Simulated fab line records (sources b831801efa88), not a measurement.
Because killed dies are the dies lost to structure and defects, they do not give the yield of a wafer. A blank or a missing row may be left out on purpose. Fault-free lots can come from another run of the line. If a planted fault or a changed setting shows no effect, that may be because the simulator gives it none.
A lot that was struck, set against a sound lot || flow sfqLine || 21 out of 325 route steps
Sound: wafers L306.2, L306.5, L306.6. Struck: wafer L321.4 (L321.3, L321.6, from the same lot, were not struck and are left out); the cause is given at the end.
Per side, at each step with rows, come the tool, then ch with its chambers, and then its first start. Under that, the readings that differ: sound wafers || struck wafers || difference of the means || sigmas: that difference in standard deviations of wafers without a fault.
alike: readings with means less than 2 such deviations apart, plus words and numbers identical on both sides. not compared: withheld readings, readings lacking a value on some wafer, bounds such as >300 that could conceal the same value, and numbers that have no deviation in the record and whose values overlap.
The two part at a step that has a row with sigmas, a row that says differs or no value, or rows on one side only. Numbers that don't overlap but have no deviation are shown without sigmas and don't part them. A reading missing from all wafers of one side parts the sides only when that side holds two or more wafers.

first, 2 steps without rows for these wafers: SFQ_TRILAYER_M0_LITHO_PEB_024 (peb time 60 s); SFQ_TRILAYER_M0_LITHO_DEVELOP_023 (time 60 s).
SFQ_M0_OVL_MEAS_906:
  sound on overlay-01, day 12 22:00; struck on overlay-01, day 18 08:19
  alike: M0_OVL
SFQ_TRILAYER_M0_BARC_OPEN_METAL_ETCH_031: etches BARC in O2, target depth 125 nm, time 41.7 s.
  sound on rieMetal-02 ch 0,1, day 12 22:02; struck on rieMetal-03 ch 0, day 18 08:22
{"reading": "chamberPressureMTorr (mTorr)", "sound": "10.000 9.991 9.992", "struck": 10.014, "difference": "+0.020", "sigmas": "+2"}
{"reading": "oesProductAu (a.u.)", "sound": "0.684 0.681 0.680", "struck": 0.692, "difference": "+0.010", "sigmas": "+2"}
  alike: drypumpMotorCurrentA
  not compared: rfHoursCounterH
SFQ_TRILAYER_M0_ETCH_METAL_ETCH_024: etches Nb in Cl2/Ar, stops on SiO2, target depth 240 nm, time 120 s.
  sound on rieMetal-02 ch 0,1, day 12 22:05; struck on rieMetal-03 ch 0, day 18 08:27
  alike: chamberPressureMTorr, drypumpMotorCurrentA, oesProductAu
  not compared: rfHoursCounterH
then, 3 steps without rows for these wafers: SFQ_TRILAYER_M0_STRIP_STRIP_025 (strips in O2); SFQ_TRILAYER_M0_STRIP_SOLV_CLEAN_026 (cleans in NMP, time 600 s); SFQ_TRILAYER_I0_DEP_PECVD_027 (deposits SiO2 from SiH4/N2O, time 111.11 s, target thk 500 nm).
SFQ_TRILAYER_I0_CMP_CMP_028: polishes SiO2.
  sound on cmp-01 ch 2,3, day 13 04:39; struck on cmp-01 ch 2, day 18 09:24
  alike: headPressurePsi, motorCurrentA, timeToEndpointS
SFQ_I0_BOW_MEAS_907:
  sound on filmMetro-01, day 13 07:40; struck on filmMetro-04, day 18 12:26
  alike: I0_BOW
SFQ_TRILAYER_I0_METRO_MEASURE_029:
  sound on filmMetro-01, day 13 07:58; struck on filmMetro-04, day 18 12:55
{"reading": "thkNm (nm)", "sound": "199.6 198.4 199.9", "struck": 201.5, "difference": "+2.2", "sigmas": "+2"}
then, 1 step without rows for these wafers: SFQ_TRILAYER_I0_VIA_LITHO_COAT_036 (resist thk 62 nm).
SFQ_TRILAYER_I0_VIA_LITHO_COAT_031: resist thk 650 nm.
  sound on lithoTrack-01 ch 0, day 13 09:19; struck on lithoTrack-02 ch 0, day 18 14:07
{"reading": "model.KrF_of_TRILAYER_I0_VIA_LITHO_COAT_031.thkNm (nm)", "sound": "649.9 648.5 649.7", "struck": 822.9, "difference": "+173.5", "sigmas": ""}
then, 4 steps without rows for these wafers: SFQ_TRILAYER_I0_VIA_LITHO_SOFTBAKE_035; SFQ_TRILAYER_I0_VIA_LITHO_EXPOSE_032 (exposes mask I0, target cd 500 nm); SFQ_TRILAYER_I0_VIA_LITHO_PEB_034 (peb time 60 s); SFQ_TRILAYER_I0_VIA_LITHO_DEVELOP_033 (time 60 s).
SFQ_I0_OVL_MEAS_908:
  sound on overlay-01, day 13 21:35; struck on overlay-02, day 18 15:59
{"reading": "I0_OVL (nm)", "sound": "-2 1 4", "struck": -9, "difference": -10, "sigmas": -2}
SFQ_TRILAYER_I0_VIA_BARC_OPEN_VIA_ETCH_046: etches BARC in O2, target depth 125 nm, time 41.7 s.
  sound on rieDiel-04 ch 2,3, day 13 21:37; struck on rieDiel-04 ch 1, day 18 16:01
{"reading": "model.I0.cdNm (nm)", "sound": "502.5 502 500.6", "struck": 495.7, "difference": -6.0, "sigmas": ""}
  alike: chamberPressureMTorr, drypumpMotorCurrentA, oesProductAu
  not compared: rfHoursCounterH
SFQ_TRILAYER_I0_VIA_ETCH_VIA_ETCH_034: etches SiO2 in CHF3, stops on Nb, target depth 260 nm.
  sound on rieDiel-04 ch 2,3, day 13 21:40; struck on rieDiel-04 ch 1, day 18 16:03
{"reading": "chamberPressureMTorr (mTorr)", "sound": "29.990 30.045 29.984", "struck": 29.936, "difference": -0.070, "sigmas": -3}
{"reading": "model.KrF_of_TRILAYER_I0_VIA_LITHO_COAT_031.thkNm (nm)", "sound": "523.5 522.9 526.6", "struck": 700.9, "difference": "+176.6", "sigmas": ""}
  alike: drypumpMotorCurrentA, oesProductAu
  not compared: model.I0.cdNm
SFQ_TRILAYER_I0_VIA_STRIP_STRIP_035: strips in O2.
  sound on rieMetal-02 ch 0,1, day 13 21:47; struck on rieMetal-04 ch 0, day 18 16:22
{"reading": "oesProductAu (a.u.)", "sound": "1.006 1.000 0.991", "struck": 1.026, "difference": "+0.027", "sigmas": "+2"}
  alike: chamberPressureMTorr, drypumpMotorCurrentA
  not compared: rfHoursCounterH

## WHERE THEY PART
Last at SFQ_TRILAYER_I0_VIA_STRIP_STRIP_035 as far as this record goes, first at SFQ_TRILAYER_M0_BARC_OPEN_METAL_ETCH_031.

WHY: whatever the simulator had introduced
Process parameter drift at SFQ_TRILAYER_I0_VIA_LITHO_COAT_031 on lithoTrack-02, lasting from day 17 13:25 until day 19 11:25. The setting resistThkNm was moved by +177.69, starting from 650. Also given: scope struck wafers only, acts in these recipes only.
